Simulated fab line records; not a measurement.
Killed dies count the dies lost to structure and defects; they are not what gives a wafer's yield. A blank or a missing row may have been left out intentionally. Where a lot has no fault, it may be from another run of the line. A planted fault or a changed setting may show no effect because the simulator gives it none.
Which tool is to blame?	flow gf180mcu	39 wafers from 13 lots sampled at 4 of the route's 602 steps

== WHAT EACH GAUGE READ, for each wafer ==
Not one reading of a measure or inspect step in the record can be checked against a usual standard deviation.

== TOOL THAT RAN EACH LOT (tool first, then ch and the chambers of the sampled wafers, then the start) ==
lot	GF_NSD_SOFTBAKE_03	GF_M3_SPUTTER_00	GF_M3_SPUTTER_03	GF_MIM_CVD_05
L681	litho-track-03 ch 0, day 12 18:17	pvd-sputter-03, day 20 01:45	pvd-sputter-03, day 20 01:55	pecvd-04 ch 1,2, day 24 05:30
L683	litho-track-03 ch 0, day 13 14:07	pvd-sputter-04, day 21 01:03	pvd-sputter-04, day 21 01:13	pecvd-01 ch 1,2, day 25 03:05
L684	litho-track-04 ch 0, day 13 20:57	pvd-sputter-01, day 21 12:16	pvd-sputter-01, day 21 12:25	pecvd-03 ch 0,1,2, day 25 13:06
L685	litho-track-03 ch 0, day 14 04:34	pvd-sputter-04, day 21 18:55	pvd-sputter-04, day 21 19:04	pecvd-03 ch 0,1,2, day 25 18:50
L686	litho-track-04 ch 0, day 14 17:17	pvd-sputter-04, day 22 06:28	pvd-sputter-04, day 22 06:38	pecvd-04 ch 0,1, day 26 05:16
L687	litho-track-01 ch 0, day 14 23:43	pvd-sputter-03, day 22 16:31	pvd-sputter-03, day 22 16:41	pecvd-03 ch 0,1,2, day 26 15:05
L688	litho-track-01 ch 0, day 15 06:31	pvd-sputter-04, day 22 23:10	pvd-sputter-04, day 22 23:19	pecvd-04 ch 0,1,2, day 26 21:35
L690	litho-track-04 ch 0, day 15 21:48	pvd-sputter-01, day 23 17:03	pvd-sputter-01, day 23 17:13	pecvd-03 ch 0,1, day 27 11:47
L691	litho-track-01 ch 0, day 16 08:28	pvd-sputter-01, day 24 01:39	pvd-sputter-01, day 24 01:49	pecvd-03 ch 0,2, day 27 20:45
L692	litho-track-01 ch 0, day 16 14:46	pvd-sputter-01, day 24 10:53	pvd-sputter-01, day 24 11:02	pecvd-03 ch 1,2, day 28 04:55
L696	litho-track-01 ch 0, day 18 04:04	pvd-sputter-01, day 25 20:04	pvd-sputter-01, day 25 20:14	pecvd-03 ch 1,2, day 29 10:55
L697	litho-track-01 ch 0, day 18 10:22	pvd-sputter-01, day 26 01:24	pvd-sputter-01, day 26 01:34	pecvd-03 ch 0,2, day 29 15:05
L702	litho-track-03 ch 0, day 20 02:04	pvd-sputter-01, day 27 11:55	pvd-sputter-01, day 27 12:04	pecvd-03 ch 1,2, day 30 21:55
- GF_NSD_SOFTBAKE_03: time 60 s.
- GF_M3_SPUTTER_00: material Ti, target thk 37.5 nm, time 150 s.
- GF_M3_SPUTTER_03: material Ti, target thk 10 nm, time 6.7 s.
- GF_MIM_CVD_05: deposits Si3N4, target thk 42 nm, time 29.086 s.

== WHAT THE TOOLS THEMSELVES READ (means of the sampled wafers that have a number; where no wafer has one, the mark that the record gives instead) ==
GF_NSD_SOFTBAKE_03.
lot	tool	heater-power-total-W (W)	run-length-s (s)
L681	litho-track-03	56.62	89.10
L683	litho-track-03	56.59	89.18
L684	litho-track-04	56.64	89.19
L685	litho-track-03	56.55	89.05
L686	litho-track-04	56.63	89.20
L687	litho-track-01	56.62	88.99
L688	litho-track-01	56.59	88.90
L690	litho-track-04	56.58	89.13
L691	litho-track-01	56.60	89.11
L692	litho-track-01	56.57	89.01
L696	litho-track-01	56.61	88.94
L697	litho-track-01	56.91	87.90
L702	litho-track-03	56.53	89.08

GF_M3_SPUTTER_00.
lot	tool	throttle-valve-pct (%)
L681	pvd-sputter-03	29.0
L683	pvd-sputter-04	30.4
L684	pvd-sputter-01	30.0
L685	pvd-sputter-04	30.9
L686	pvd-sputter-04	30.9
L687	pvd-sputter-03	28.3
L688	pvd-sputter-04	30.8
L690	pvd-sputter-01	29.5
L691	pvd-sputter-01	29.7
L692	pvd-sputter-01	30.0
L696	pvd-sputter-01	29.5
L697	pvd-sputter-01	30.2
L702	pvd-sputter-01	30.1

GF_M3_SPUTTER_03.
lot	tool	throttle-valve-pct (%)
L681	pvd-sputter-03	28.9
L683	pvd-sputter-04	30.4
L684	pvd-sputter-01	30.1
L685	pvd-sputter-04	30.9
L686	pvd-sputter-04	30.7
L687	pvd-sputter-03	28.6
L688	pvd-sputter-04	30.8
L690	pvd-sputter-01	29.3
L691	pvd-sputter-01	29.8
L692	pvd-sputter-01	29.9
L696	pvd-sputter-01	29.6
L697	pvd-sputter-01	30.3
L702	pvd-sputter-01	30.0

GF_MIM_CVD_05.
lot	tool	heater-power-w (W)
L681	pecvd-04	578
L683	pecvd-01	584
L684	pecvd-03	619
L685	pecvd-03	630
L686	pecvd-04	571
L687	pecvd-03	589
L688	pecvd-04	671
L690	pecvd-03	597
L691	pecvd-03	647
L692	pecvd-03	700
L696	pecvd-03	553
L697	pecvd-03	662
L702	pecvd-03	564

== THE ANSWER, worked out from the rows above alone ==
Rule: the lots themselves supply what counts as usual. Put in order of their means at a reading, lots are off if they are a third of the lots or fewer, leave a main group of 4 or more, and stand apart from it by a gap of 3 or more times the standard deviation of the main group's means; of several such gaps the widest counts. If all means in a main group match to the digits the tables above print for the reading, that group is not used. Also off: a lot with no number at a reading for which 4 or more lots have one. All remaining lots with rows at the step are treated as sound. After the gauges, taken in route order, come the tools' own readings; for these a lot's mean is taken, as printed above. The first step at which some lot is off is used, and at that step the reading that is off furthest; a lot without a number counts as furthest.
Off, at GF_NSD_SOFTBAKE_03 on run-length-s: L697. Mean 89.07 s and standard deviation 0.094 in the main group.
A tool fits if, at that step or a process step before it, it ran every lot that is off, and no sound lot after the first of them. One fits: GF_NSD_SOFTBAKE_03 on litho-track-01. Its last sound lot is L696 (day 18 04:04), its first lot that is off L697 (day 18 10:22): a fault that began between those two fits.
The tool's own readings at GF_NSD_SOFTBAKE_03 bear it out: on the lots that are off they differ by more than 5 times the standard deviation of the sound lots' means. heater-power-total-W reads 56.91 W there against 56.59 W on the sound lots; run-length-s reads 87.90 s there against 89.07 s on the sound lots.

== WHAT WAS PUT IN BY THE SIMULATOR ==
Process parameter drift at GF_NSD_SOFTBAKE_03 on litho-track-01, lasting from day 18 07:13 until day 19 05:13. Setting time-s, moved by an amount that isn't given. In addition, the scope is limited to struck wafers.
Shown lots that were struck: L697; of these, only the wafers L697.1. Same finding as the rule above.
